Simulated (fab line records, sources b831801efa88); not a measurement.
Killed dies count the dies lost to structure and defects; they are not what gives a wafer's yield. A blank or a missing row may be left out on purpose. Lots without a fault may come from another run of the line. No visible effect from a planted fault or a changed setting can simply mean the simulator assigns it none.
fab line records + flow sky130
record:
- lots: 6
- wafers: 18
- lastDay: 50
route steps=708 shown SD_N@344 SD_P@359 RES_XHIGH@360 PAD_OPEN@708
lots with no fault: from the same line, run without faults
startH: start of the lot's first displayed wafer, in hours after the record's first day + waitH: hours elapsed since this lot's preceding step + " identical to the entry in the row above + L1.1+2: a row that stands for several wafers + - value missing, or start not given + * or withheld: withheld + < > ~ a bound
route shown NAME@n: NAME is a module with steps in the file, n the number in the route of the first one + usual: mean/standard deviation taken from wafers without a fault + same: alike in all rows + chamber/n: place in a boat + sites: per-site readings + _std_site: their standard deviation + _edge_site: outer sites' mean less inner sites' + radiusMm: how far each site lies from the wafer's centre + mask NAME#n: copy n + behind: the last tool/chamber to shape the wafer + hold: what put the lot on hold/how long, in hours/how the hold closed + device: the transistor (n, p or np) that didn't switch + end of line: at the end of the route, the tests of the same wafers + a step given without rows: its recipe and nothing more + killed: dies that structure and defects cost at the first sort, which is not the same as the wafer's yield + map: shows each die of a wafer: x if killed, . if not, _ if none is there
set.NAME: setting as actually run; set.NAME@STEP: the setting as run at that earlier step + model.NAME: the simulator's own value behind a step, which no gauge read
lots seen at some steps along the route; tables by step, rows by wafer
services: when a tool's chamber went out of use (startH, in hours from the record's first day, below 0 if earlier), for how many hours, and the reason
== steps ==
step: SKY_SD_N_COAT_02
recipe:
- resist: NOVOLAK
- spinRpm: 3000
- resistThkNm: 1140
step: SKY_SD_N_SOFTBAKE_03
recipe:
- tempC: 90
- timeS: 60
- resist: NOVOLAK
step: SKY_SD_N_EXPOSE_04
recipe:
- maskId: NSDM
- na: 0.6
- sourceShape: conventional
- sigmaOuter: 0.6
- polarization: unpolarized
- targetCdNm: 380
- doseMj: 141
step: SKY_SD_N_PEB_05
recipe:
- tempC: withheld
- timeS: *
- resist: NOVOLAK
step: SKY_SD_N_DEVELOP_06
recipe:
- resist: NOVOLAK
- developer: TMAH
- developTimeS: 60
- devTempC: 23
step: SKY_SD_N_CD_MEAS_07
recipe:
- targetCdNm: 380
usual:
- cdNm: 380.7/1.8
| lot.wafer | tool     | chamber | startH | waitH | cdNm  |
|-----------|----------|---------|--------|-------|-------|
| L408.1    | cdSem-02 | -       | 638.52 | 0.1   | 379.4 |
| L408.2    | "        | -       | "      | "     | 379.6 |
| L408.6    | "        | -       | "      | "     | 378.9 |
| L411.1    | cdSem-02 | -       | 676.87 | 0.1   | 381.4 |
| L411.2    | "        | -       | "      | "     | 382.7 |
| L411.4    | "        | -       | "      | "     | 380.7 |
| L421.1    | cdSem-02 | -       | 750.55 | 0.1   | 378.6 |
| L421.4    | "        | -       | "      | "     | 379.6 |
| L421.6    | "        | -       | "      | "     | 379.2 |
| L423.1    | cdSem-02 | -       | 768.61 | 0.1   | 382.6 |
| L423.3    | "        | -       | "      | "     | 379.7 |
| L423.6    | "        | -       | "      | "     | 383.1 |
| L430.1    | cdSem-01 | -       | 818.57 | 0.1   | 379.2 |
| L430.4    | "        | -       | "      | "     | 380.5 |
| L430.6    | "        | -       | "      | "     | 380.5 |
| L431.2    | cdSem-02 | -       | 827.78 | 0.1   | 380.8 |
| L431.3    | "        | -       | "      | "     | 381.9 |
| L431.4    | "        | -       | "      | "     | 383.7 |
step: SKY_SD_N_OVL_MEAS_08
usual:
- SD_N_OVL: 1.1/1.4
| lot.wafer | tool       | chamber | startH | waitH | SD_N_OVL[nm] |
|-----------|------------|---------|--------|-------|--------------|
| L408.1    | overlay-02 | -       | 638.64 | 0.1   | 1.4          |
| L408.2    | "          | -       | "      | "     | 0.1          |
| L408.6    | "          | -       | "      | "     | -1.0         |
| L411.1    | overlay-02 | -       | 676.99 | 0.1   | 0.7          |
| L411.2    | "          | -       | "      | "     | -2.5         |
| L411.4    | "          | -       | "      | "     | 0.9          |
| L421.1    | overlay-01 | -       | 750.67 | 0.1   | 1.3          |
| L421.4    | "          | -       | "      | "     | -0.2         |
| L421.6    | "          | -       | "      | "     | 2.2          |
| L423.1    | overlay-01 | -       | 768.73 | 0.1   | 2.9          |
| L423.3    | "          | -       | "      | "     | 3.3          |
| L423.6    | "          | -       | "      | "     | 3.3          |
| L430.1    | overlay-01 | -       | 818.69 | 0.1   | 3.0          |
| L430.4    | "          | -       | "      | "     | 2.0          |
| L430.6    | "          | -       | "      | "     | 1.1          |
| L431.2    | overlay-01 | -       | 827.89 | 0.1   | 0.1          |
| L431.3    | "          | -       | "      | "     | 2.1          |
| L431.4    | "          | -       | "      | "     | 1.4          |
step: SKY_SD_N_IMPLANT_09
recipe:
- species: As
- energyKev: 50
- doseCm2: 4e+15
- tiltDeg: 0
step: SKY_SD_N_IMPLANT_10
recipe:
- species: P
- energyKev: 20
- doseCm2: 1e+14
- tiltDeg: 0
step: SKY_SD_N_STRIP_11
recipe:
- chemistry: O2/N2
- powerW: 1400
- pressureMtorr: 1500
- platenTempC: withheld
- o2FlowSccm: 3000
- n2FlowSccm: 300
- overashFraction: 0.5
usual:
- chamberPressureMTorr: 1500.0/1.3
- drypumpMotorCurrentA: 5.8/0.63
- oesProductAu: 0.528/0.0048
- stripTimeToEndpointS: 22.58/0.04
| lot.wafer | tool           | chamber | startH | waitH | chamberPressureMTorr | drypumpMotorCurrentA | oesProductAu | rfHoursCounterH | stripTimeToEndpointS |
|-----------|----------------|---------|--------|-------|----------------------|----------------------|--------------|-----------------|----------------------|
| L408.1    | plasmaAsher-04 | 1       | 638.97 | 0.1   | 1499.5               | 6.1                  | 0.531        | 49              | 22.61                |
| L408.2    | "              | 0       | "      | "     | 1500.7               | 6.7                  | 0.534        | 49              | 22.57                |
| L408.6    | "              | 1       | "      | "     | 1500.6               | 6.1                  | 0.522        | -               | 22.63                |
| L411.1    | plasmaAsher-04 | 1       | 677.32 | 0.1   | 1499.5               | 6.1                  | 0.537        | 53              | 22.51                |
| L411.2    | "              | 0       | "      | "     | 1498.1               | 6.7                  | 0.534        | 53              | 22.52                |
| L411.4    | "              | 1       | "      | "     | 1500.0               | 6.0                  | 0.537        | -               | 22.53                |
| L421.1    | plasmaAsher-04 | 1       | 751.01 | 0.1   | 1502.1               | 6.1                  | 0.524        | 61              | 22.61                |
| L421.4    | "              | 1       | "      | "     | 1497.3               | 6.1                  | 0.530        | -               | 22.60                |
| L421.6    | "              | 1       | "      | "     | 1501.7               | 6.1                  | 0.526        | -               | 22.62                |
| L423.1    | plasmaAsher-04 | 0       | 769.07 | 0.1   | 1499.4               | 6.7                  | 0.526        | 63              | 22.62                |
| L423.3    | "              | 0       | "      | "     | 1500.1               | 6.7                  | 0.530        | -               | 22.59                |
| L423.6    | "              | 1       | "      | "     | 1499.8               | 6.1                  | 0.522        | -               | 22.60                |
| L430.1    | plasmaAsher-04 | 0       | 819.02 | 0.1   | 1498.8               | 6.7                  | 0.527        | 68              | 22.51                |
| L430.4    | "              | 0       | "      | "     | 1500.3               | 6.7                  | 0.530        | -               | 22.57                |
| L430.6    | "              | 0       | "      | "     | 1500.7               | 6.6                  | 0.526        | -               | 22.61                |
| L431.2    | plasmaAsher-01 | 1       | 828.22 | 0.1   | 1503.0               | 5.0                  | 0.529        | 104             | 22.50                |
| L431.3    | "              | 0       | "      | "     | 1498.0               | 5.4                  | 0.534        | -               | 22.52                |
| L431.4    | "              | 1       | "      | "     | 1498.6               | 5.0                  | 0.531        | -               | 22.49                |
step: SKY_SD_N_TW_MEAS_12
usual:
- SD_N_TW: 3944/32
| lot.wafer | tool         | chamber | startH | waitH | SD_N_TW |
|-----------|--------------|---------|--------|-------|---------|
| L408.1    | filmMetro-01 | -       | 639.07 | 0.1   | 4012    |
| L408.2    | "            | -       | "      | "     | 4007    |
| L408.6    | "            | -       | "      | "     | 4017    |
| L411.1    | filmMetro-01 | -       | 677.42 | 0.1   | 3979    |
| L411.2    | "            | -       | "      | "     | 3962    |
| L411.4    | "            | -       | "      | "     | 3981    |
| L421.1    | filmMetro-02 | -       | 751.11 | 0.1   | 3910    |
| L421.4    | "            | -       | "      | "     | 3922    |
| L421.6    | "            | -       | "      | "     | 3931    |
| L423.1    | filmMetro-03 | -       | 769.17 | 0.1   | 3899    |
| L423.3    | "            | -       | "      | "     | 3932    |
| L423.6    | "            | -       | "      | "     | 3899    |
| L430.1    | filmMetro-03 | -       | 819.12 | 0.1   | 3893    |
| L430.4    | "            | -       | "      | "     | 3886    |
| L430.6    | "            | -       | "      | "     | 3916    |
| L431.2    | filmMetro-03 | -       | 828.33 | 0.1   | 3935    |
| L431.3    | "            | -       | "      | "     | 3920    |
| L431.4    | "            | -       | "      | "     | 3940    |
step: SKY_SD_N_CLEAN_13
recipe:
- chemistry: SC1/SC2
- mix: 1:4:20
- tempC: 70
- timeS: 150
- dry: n2Spin
step: SKY_SD_N_RTA_14
recipe:
- tempC: 1075
- timeS: 2
- idleTempC: 650
- rampUpCPerS: 150
- rampDownCPerS: 90
- ambient: N2
usual:
- lampPowerPct: 15.74/0.052
- wafer_temp_C_max: 1078.2/1.2
| lot.wafer | tool         | chamber | startH | waitH | lampPowerPct | wafer_temp_C_max |
|-----------|--------------|---------|--------|-------|--------------|------------------|
| L408.1    | rtpAnneal-02 | 0       | 639.18 | 0.0   | 15.77        | 1077.3           |
| L408.2    | "            | 0       | "      | "     | 15.68        | 1078.2           |
| L408.6    | "            | 0       | "      | "     | 15.63        | 1077.1           |
| L411.1    | rtpAnneal-01 | 0       | 677.53 | 0.0   | 15.83        | 1077.9           |
| L411.2    | "            | 0       | "      | "     | 15.66        | 1078.0           |
| L411.4    | "            | 0       | "      | "     | 15.73        | 1079.5           |
| L421.1    | rtpAnneal-01 | 0       | 751.22 | 0.0   | 16.07        | 1094.5           |
| L421.4    | "            | 0       | "      | "     | 15.97        | 1093.2           |
| L421.6    | "            | 0       | "      | "     | 16.04        | 1093.5           |
| L423.1    | rtpAnneal-01 | 0       | 769.28 | 0.0   | 16.04        | 1094.5           |
| L423.3    | "            | 0       | "      | "     | 16.08        | 1094.0           |
| L423.6    | "            | 0       | "      | "     | 15.95        | 1093.0           |
| L430.1    | rtpAnneal-02 | 0       | 819.23 | 0.0   | 15.77        | 1078.3           |
| L430.4    | "            | 0       | "      | "     | 15.70        | 1077.7           |
| L430.6    | "            | 0       | "      | "     | 15.80        | 1080.9           |
| L431.2    | rtpAnneal-01 | 0       | 828.44 | 0.0   | 15.76        | 1076.5           |
| L431.3    | "            | 0       | "      | "     | 15.79        | 1077.5           |
| L431.4    | "            | 0       | "      | "     | 15.75        | 1077.5           |
step: SKY_SD_N_RS_MEAS_16
recipe:
- thkMeasGauge: four-point-probe
usual:
- SD_N_RS: 68.59/0.12
| lot.wafer | tool         | chamber | startH | waitH | hold                    | SD_N_RS[ohm/sq] |
|-----------|--------------|---------|--------|-------|-------------------------|-----------------|
| L408.1    | filmMetro-03 | -       | 639.35 | 0.1   | -                       | 68.60           |
| L408.2    | "            | -       | "      | "     | -                       | 68.78           |
| L408.6    | "            | -       | "      | "     | -                       | 68.68           |
| L411.1    | filmMetro-01 | -       | 677.70 | 0.1   | -                       | 68.60           |
| L411.2    | "            | -       | "      | "     | -                       | 68.63           |
| L411.4    | "            | -       | "      | "     | -                       | 68.70           |
| L421.1    | filmMetro-01 | -       | 751.39 | 0.1   | awaitDispo/0.2h/release | 65.68           |
| L421.4    | "            | -       | "      | "     | awaitDispo/0.2h/release | 65.68           |
| L421.6    | "            | -       | "      | "     | awaitDispo/0.2h/release | 65.64           |
| L421.1    | filmMetro-01 | -       | 751.75 | 0.3   | -                       | 65.61           |
| L421.4    | "            | -       | "      | "     | -                       | 65.59           |
| L421.6    | "            | -       | "      | "     | -                       | 65.83           |
| L423.1    | filmMetro-02 | -       | 769.45 | 0.1   | awaitDispo/0.2h/release | 65.77           |
| L423.3    | "            | -       | "      | "     | awaitDispo/0.2h/release | 65.86           |
| L423.6    | "            | -       | "      | "     | awaitDispo/0.2h/release | 65.86           |
| L423.1    | filmMetro-02 | -       | 769.81 | 0.3   | -                       | 65.92           |
| L423.3    | "            | -       | "      | "     | -                       | 65.92           |
| L423.6    | "            | -       | "      | "     | -                       | 65.90           |
| L430.1    | filmMetro-01 | -       | 819.41 | 0.1   | -                       | 68.49           |
| L430.4    | "            | -       | "      | "     | -                       | 68.66           |
| L430.6    | "            | -       | "      | "     | -                       | 68.42           |
| L431.2    | filmMetro-02 | -       | 828.62 | 0.1   | -                       | 68.76           |
| L431.3    | "            | -       | "      | "     | -                       | 68.59           |
| L431.4    | "            | -       | "      | "     | -                       | 68.66           |
step: SKY_SD_N_RS_MEAS_17
recipe:
- thkMeasGauge: four-point-probe
usual:
- SD_P_RS: 147.1/0.33
| lot.wafer | tool         | chamber | startH | waitH | hold                    | SD_P_RS[ohm/sq] |
|-----------|--------------|---------|--------|-------|-------------------------|-----------------|
| L408.1    | filmMetro-03 | -       | 639.47 | 0.1   | -                       | 146.3           |
| L408.2    | "            | -       | "      | "     | -                       | 147.4           |
| L408.6    | "            | -       | "      | "     | -                       | 147.4           |
| L411.1    | filmMetro-01 | -       | 677.82 | 0.1   | -                       | 147.3           |
| L411.2    | "            | -       | "      | "     | -                       | 147.0           |
| L411.4    | "            | -       | "      | "     | -                       | 147.4           |
| L421.1    | filmMetro-01 | -       | 753.97 | 2.2   | awaitDispo/0.2h/release | 133.6           |
| L421.4    | "            | -       | "      | "     | awaitDispo/0.2h/release | 133.4           |
| L421.6    | "            | -       | "      | "     | awaitDispo/0.2h/release | 133.7           |
| L421.1    | filmMetro-01 | -       | 754.26 | 0.3   | -                       | 133.6           |
| L421.4    | "            | -       | "      | "     | -                       | 133.2           |
| L421.6    | "            | -       | "      | "     | -                       | 133.9           |
| L423.1    | filmMetro-02 | -       | 771.83 | 2.0   | awaitDispo/0.2h/release | 134.2           |
| L423.3    | "            | -       | "      | "     | awaitDispo/0.2h/release | 134.0           |
| L423.6    | "            | -       | "      | "     | awaitDispo/0.2h/release | 133.6           |
| L423.1    | filmMetro-02 | -       | 772.12 | 0.3   | -                       | 134.1           |
| L423.3    | "            | -       | "      | "     | -                       | 133.7           |
| L423.6    | "            | -       | "      | "     | -                       | 133.9           |
| L430.1    | filmMetro-01 | -       | 819.53 | 0.1   | -                       | 146.4           |
| L430.4    | "            | -       | "      | "     | -                       | 146.7           |
| L430.6    | "            | -       | "      | "     | -                       | 147.0           |
| L431.2    | filmMetro-02 | -       | 828.74 | 0.1   | -                       | 147.8           |
| L431.3    | "            | -       | "      | "     | -                       | 147.5           |
| L431.4    | "            | -       | "      | "     | -                       | 147.4           |
step: SKY_SD_N_RS_MEAS_18
recipe:
- thkMeasGauge: four-point-probe
usual:
- RES_XHIGH_RS: 333.4/1.1
| lot.wafer | tool         | chamber | startH | waitH | hold                    | RES_XHIGH_RS[ohm/sq] |
|-----------|--------------|---------|--------|-------|-------------------------|----------------------|
| L408.1    | filmMetro-03 | -       | 639.59 | 0.1   | -                       | 332.9                |
| L408.2    | "            | -       | "      | "     | -                       | 333.0                |
| L408.6    | "            | -       | "      | "     | -                       | 332.7                |
| L411.1    | filmMetro-01 | -       | 677.94 | 0.1   | -                       | 332.7                |
| L411.2    | "            | -       | "      | "     | -                       | 334.0                |
| L411.4    | "            | -       | "      | "     | -                       | 333.9                |
| L421.1    | filmMetro-01 | -       | 757.22 | 2.9   | awaitDispo/2.8h/release | 333.1                |
| L421.4    | "            | -       | "      | "     | awaitDispo/2.8h/release | 332.5                |
| L421.6    | "            | -       | "      | "     | awaitDispo/2.8h/release | 333.4                |
| L423.1    | filmMetro-02 | -       | 776.48 | 4.3   | awaitDispo/4.2h/release | 332.9                |
| L423.3    | "            | -       | "      | "     | awaitDispo/4.2h/release | 332.6                |
| L423.6    | "            | -       | "      | "     | awaitDispo/4.2h/release | 332.7                |
| L430.1    | filmMetro-01 | -       | 819.65 | 0.1   | -                       | 333.7                |
| L430.4    | "            | -       | "      | "     | -                       | 334.8                |
| L430.6    | "            | -       | "      | "     | -                       | 333.9                |
| L431.2    | filmMetro-02 | -       | 828.86 | 0.1   | -                       | 335.5                |
| L431.3    | "            | -       | "      | "     | -                       | 335.8                |
| L431.4    | "            | -       | "      | "     | -                       | 336.7                |
step: SKY_PAD_OPEN_PROBE_99
usual:
- killed_at_M0_to_M3: 44/7.9
- killed_at_M4_up: 3.1/2
- killedAtContacts: 23/4.9
- killedAtFrontEnd: 15/3.9
- killedAtOther: 0.2/0.49
- killedDies: 86/10
- killedOpen: 47/7.1
- killedShort: 39/7.1
same:
- grossDies: 492
- killedAtBackSide: 0
| lot.wafer | tool      | chamber | startH  | waitH | killed_at_M0_to_M3 | killed_at_M4_up | killedAtContacts | killedAtFrontEnd | killedAtOther | killedDies | killedOpen | killedShort | model.etest.resXhighPo.lineOhmUm | model.etest.resXhighPo.rsOhmSq | model.etest.pfet_01v8.rOnOhmUm | model.etest.resPdiff.lineOhmUm | model.etest.resHighPo.lineOhmUm | model.etest.liconHighPo.rcOhm | model.etest.resNdiff.lineOhmUm | model.etest.resHighPo.rsOhmSq |
|-----------|-----------|---------|---------|-------|--------------------|-----------------|------------------|------------------|---------------|------------|------------|-------------|----------------------------------|--------------------------------|--------------------------------|--------------------------------|---------------------------------|-------------------------------|--------------------------------|-------------------------------|
| L408.1    | prober-02 | -       | 1071.58 | 0.1   | 56                 | 6               | 19               | 16               | 0             | 97         | 55         | 42          | 5312                             | 1906                           | 2962                           | 1288                           | 705.1                           | 334.3                         | 713.4                          | 252.7                         |
| L408.2    | prober-02 | -       | 1071.63 | 0.1   | 45                 | 4               | 22               | 18               | 0             | 89         | 51         | 38          | 5449                             | 1916                           | 2945                           | 1352                           | 718.6                           | 334.2                         | 734.2                          | 250                           |
| L408.6    | prober-02 | -       | 1071.83 | 0.2   | 37                 | 1               | 19               | 23               | 0             | 80         | 52         | 28          | 5940                             | 2057                           | 2965                           | 1352                           | 753.8                           | 364.7                         | 726.4                          | 264.4                         |
| L411.1    | prober-01 | -       | 1098.84 | 0.1   | 40                 | 3               | 30               | 16               | 1             | 90         | 48         | 42          | 5445                             | 1927                           | 3065                           | 1382                           | 726.9                           | 335.5                         | 757.2                          | 259.2                         |
| L411.2    | prober-01 | -       | 1098.89 | 0.1   | 40                 | 1               | 28               | 6                | 0             | 75         | 45         | 30          | 5657                             | 1984                           | 2942                           | 1365                           | 754                             | 352.1                         | 764                            | 262.1                         |
| L411.4    | prober-01 | -       | 1098.99 | 0.2   | 43                 | 2               | 22               | 16               | 0             | 83         | 43         | 40          | 5838                             | 2064                           | 2993                           | 1364                           | 776.1                           | 352.5                         | 742.2                          | 272.5                         |
| L421.1    | prober-01 | -       | 1149.81 | 0.1   | 57                 | 4               | 34               | 17               | 1             | 113        | 58         | 54          | 4834                             | 1666                           | 2750                           | 1263                           | 668.4                           | 283.8                         | 739.6                          | 230.4                         |
| L421.4    | prober-01 | -       | 1149.96 | 0.2   | 42                 | 5               | 20               | 20               | 0             | 87         | 55         | 32          | 4762                             | 1689                           | 2743                           | 1216                           | 656.4                           | 285.8                         | 729.7                          | 231.8                         |
| L421.6    | prober-01 | -       | 1150.06 | 0.2   | 47                 | 1               | 29               | 17               | 0             | 94         | 55         | 39          | 4934                             | 1692                           | 2698                           | 1261                           | 675.6                           | 288.4                         | 739.2                          | 234.1                         |
| L423.1    | prober-01 | -       | 1163.25 | 0.1   | 40                 | 2               | 28               | 21               | 0             | 91         | 60         | 31          | 4828                             | 1697                           | 2813                           | 1252                           | 646.7                           | 284.3                         | 738.1                          | 226.8                         |
| L423.3    | prober-01 | -       | 1163.35 | 0.2   | 53                 | 5               | 16               | 12               | 1             | 87         | 44         | 43          | 5158                             | 1761                           | 2765                           | 1285                           | 677.3                           | 307.3                         | 766                            | 235.7                         |
| L423.6    | prober-01 | -       | 1163.50 | 0.2   | 39                 | 4               | 21               | 19               | 0             | 83         | 53         | 30          | 4875                             | 1738                           | 2829                           | 1234                           | 671.8                           | 269.4                         | 728.1                          | 230.8                         |
| L430.1    | prober-02 | -       | 1195.55 | 0.1   | 47                 | 6               | 18               | 19               | 0             | 90         | 52         | 38          | 5646                             | 2002                           | 2895                           | 1387                           | 721.8                           | 348.9                         | 776.4                          | 256.2                         |
| L430.4    | prober-02 | -       | 1195.70 | 0.2   | 36                 | 2               | 27               | 14               | 1             | 80         | 44         | 36          | 5689                             | 1965                           | 2810                           | 1379                           | 737                             | 352.7                         | 784.9                          | 256.1                         |
| L430.6    | prober-02 | -       | 1195.80 | 0.2   | 47                 | 5               | 20               | 16               | 0             | 88         | 51         | 37          | 5324                             | 1868                           | 2823                           | 1396                           | 722.5                           | 334.8                         | 790.1                          | 246.7                         |
| L431.2    | prober-01 | -       | 1199.57 | 0.1   | 40                 | 0               | 22               | 13               | 0             | 75         | 46         | 28          | 5762                             | 2016                           | 2947                           | 1392                           | 734.6                           | 361.3                         | 765.6                          | 264.7                         |
| L431.3    | prober-01 | -       | 1199.62 | 0.2   | 38                 | 3               | 18               | 11               | 0             | 70         | 43         | 27          | 5974                             | 2050                           | 2873                           | 1395                           | 762.5                           | 347.5                         | 763                            | 265.9                         |
| L431.4    | prober-01 | -       | 1199.67 | 0.2   | 40                 | 1               | 17               | 14               | 0             | 72         | 39         | 33          | 6026                             | 2116                           | 2967                           | 1352                           | 750.1                           | 364.8                         | 737.9                          | 266.7                         |
killed by level:class
L408.1 VIA1:geometricParticle:open=15 VIA3:geometricParticle:open=9 VIA2:geometricParticle:open=6 METAL2:geometricParticle:short=6 CONTACT:geometricParticle:short=5 FIELD_ISO:geometricParticle:short=4 LOCAL_INTERCONNECT:geometricParticle:short=4 METAL1:geometricParticle:short=4
L408.2 VIA2:geometricParticle:open=10 VIA1:geometricParticle:open=10 CONTACT:geometricParticle:open=6 VIA3:geometricParticle:open=6 FIELD_ISO:geometricParticle:short=5 POLY_GATE:geometricParticle:short=4 LI_CONTACT:geometricParticle:open=4 LOCAL_INTERCONNECT:geometricParticle:short=4
L408.6 FIELD_ISO:geometricParticle:open=13 CONTACT:geometricParticle:open=8 VIA1:geometricParticle:open=8 VIA3:geometricParticle:open=7 METAL1:geometricParticle:short=6 VIA2:geometricParticle:open=6 FIELD_ISO:geometricParticle:short=4 LI_CONTACT:geometricParticle:open=4
L411.1 LI_CONTACT:geometricParticle:open=12 VIA1:geometricParticle:open=10 LOCAL_INTERCONNECT:geometricParticle:short=7 CONTACT:geometricParticle:short=6 VIA2:geometricParticle:open=6 POLY_GATE:geometricParticle:short=5 METAL1:geometricParticle:short=5 VIA1:geometricParticle:short=5
L411.2 VIA3:geometricParticle:open=10 LOCAL_INTERCONNECT:geometricParticle:short=8 CONTACT:geometricParticle:open=7 CONTACT:geometricParticle:short=7 VIA1:geometricParticle:open=6 VIA2:geometricParticle:open=6 LI_CONTACT:geometricParticle:open=4 METAL1:geometricParticle:open=4
L411.4 CONTACT:geometricParticle:open=11 VIA1:geometricParticle:open=7 VIA3:geometricParticle:open=6 METAL1:geometricParticle:short=6 VIA2:geometricParticle:open=6 POLY_GATE:geometricParticle:short=4 METAL2:geometricParticle:short=4 METAL3:geometricParticle:short=4
L421.1 VIA1:geometricParticle:open=13 VIA2:geometricParticle:open=10 LI_CONTACT:geometricParticle:open=9 CONTACT:geometricParticle:open=9 LOCAL_INTERCONNECT:geometricParticle:short=6 LI_CONTACT:geometricParticle:short=6 VIA2:geometricParticle:short=6 METAL2:geometricParticle:short=6
L421.4 VIA1:geometricParticle:open=15 CONTACT:geometricParticle:open=7 LI_CONTACT:geometricParticle:open=6 CONTACT:geometricParticle:short=6 VIA2:geometricParticle:open=6 FIELD_ISO:geometricParticle:short=5 POLY_GATE:geometricParticle:short=4 METAL2:geometricParticle:short=4
L421.6 VIA1:geometricParticle:open=16 CONTACT:geometricParticle:open=15 FIELD_ISO:geometricParticle:short=7 LI_CONTACT:geometricParticle:open=7 VIA1:geometricParticle:short=6 VIA2:geometricParticle:open=5 METAL1:geometricParticle:short=5 VIA3:geometricParticle:open=5
L423.1 VIA1:geometricParticle:open=15 CONTACT:geometricParticle:open=12 LI_CONTACT:geometricParticle:open=9 VIA3:geometricParticle:open=6 FIELD_ISO:geometricParticle:short=5 POLY_GATE:geometricParticle:open=5 POLY_GATE:geometricParticle:short=4 CONTACT:geometricParticle:short=4
L423.3 VIA2:geometricParticle:open=8 VIA3:geometricParticle:open=7 CONTACT:geometricParticle:open=6 METAL1:geometricParticle:short=6 VIA1:geometricParticle:short=6 VIA1:geometricParticle:open=6 METAL3:geometricParticle:short=5 POLY_GATE:geometricParticle:short=4
L423.6 CONTACT:geometricParticle:open=10 VIA1:geometricParticle:open=10 VIA2:geometricParticle:open=9 FIELD_ISO:geometricParticle:open=6 VIA3:geometricParticle:open=5 METAL1:geometricParticle:short=5 POLY_GATE:geometricParticle:open=4 LI_CONTACT:geometricParticle:open=4
L430.1 VIA3:geometricParticle:open=10 VIA1:geometricParticle:open=9 VIA2:geometricParticle:open=7 VIA1:geometricParticle:short=6 METAL3:geometricParticle:open=6 FIELD_ISO:geometricParticle:open=5 LOCAL_INTERCONNECT:geometricParticle:short=5 CONTACT:geometricParticle:short=5
L430.4 CONTACT:geometricParticle:open=12 VIA1:geometricParticle:open=7 METAL1:geometricParticle:short=6 FIELD_ISO:geometricParticle:open=5 CONTACT:geometricParticle:short=5 METAL3:geometricParticle:short=5 METAL2:geometricParticle:short=5 VIA2:geometricParticle:open=5
L430.6 FIELD_ISO:geometricParticle:open=10 VIA1:geometricParticle:open=9 VIA2:geometricParticle:open=8 LI_CONTACT:geometricParticle:open=7 VIA3:geometricParticle:open=7 METAL2:geometricParticle:short=6 METAL3:geometricParticle:short=6 CONTACT:geometricParticle:open=5
L431.2 VIA1:geometricParticle:open=14 CONTACT:geometricParticle:open=7 LOCAL_INTERCONNECT:geometricParticle:short=6 LI_CONTACT:geometricParticle:open=5 VIA3:geometricParticle:open=5 FIELD_ISO:geometricParticle:open=4 VIA2:geometricParticle:open=4 POLY_GATE:geometricParticle:short=3
L431.3 VIA1:geometricParticle:open=9 CONTACT:geometricParticle:open=7 METAL1:geometricParticle:short=6 METAL1:geometricParticle:open=6 VIA1:geometricParticle:short=5 LI_CONTACT:geometricParticle:open=4 VIA2:geometricParticle:open=4 FIELD_ISO:geometricParticle:open=3
L431.4 VIA1:geometricParticle:open=10 LI_CONTACT:geometricParticle:open=7 METAL1:geometricParticle:short=5 VIA3:geometricParticle:open=5 VIA2:geometricParticle:open=5 FIELD_ISO:geometricParticle:open=4 POLY_GATE:geometricParticle:short=4 VIA2:geometricParticle:short=4
== services ==
| tool           | chamber | startH | hours | kind   |
|----------------|---------|--------|-------|--------|
| plasmaAsher-01 | -       | 617.43 | 1.3   | repair |
| rtpAnneal-01   | -       | 709.40 | 5.5   | pm     |
| rtpAnneal-01   | -       | 778.33 | 1.5   | pm     |
| plasmaAsher-01 | -       | 820.31 | 2.0   | repair |
== key ==
firstSign:
- step: SKY_SD_N_RTA_14
- reading: wafer_temp_C_max
- direction: up
- sigmas: 12
- usual: *
- struck: *
effect:
- step: SKY_SD_N_RTA_14
- reading: lampPowerPct
- direction: up
- sigmas: 5.5
- usual: 15.74
- struck: 16.03
effect:
- step: SKY_SD_N_RS_MEAS_16
- reading: visit
- direction: added
effect:
- step: SKY_SD_N_RS_MEAS_16
- reading: SD_N_RS
- direction: down
- sigmas: 23
- usual: 68.59
- struck: 65.75
effect:
- step: SKY_SD_N_RS_MEAS_17
- reading: visit
- direction: added
effect:
- step: SKY_SD_N_RS_MEAS_17
- reading: SD_P_RS
- direction: down
- sigmas: 40
- usual: 147.1
- struck: 133.8
modelEffect:
- step: SKY_PAD_OPEN_PROBE_99
- value: etest.resXhighPo.lineOhmUm
- without: 5665
- struck: 4898
metAt SKY_SD_N_RTA_14
struckWafers L421.1,L421.4,L421.6,L423.1,L423.3,L423.6
testerLeftOut L421,L423
onsetBetween 677.53 751.22
fault:
- kind: processParameterDrift
- tool: rtpAnneal-01
- chamber: -
- onsetH: 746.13
- steps: SKY_SD_N_RTA_14
- channel: tempC
- offset: *
- shape: step
- endH: 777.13
- actsIn: *
- stated: *
testerLeftOut: of these lots the tester's yield and bins aren't shown, on N5 and GAA mostly nor the transistor test; their killed dies are dies lost to structure and defects alone, not to doping, threshold or leakage, so they don't give the yield
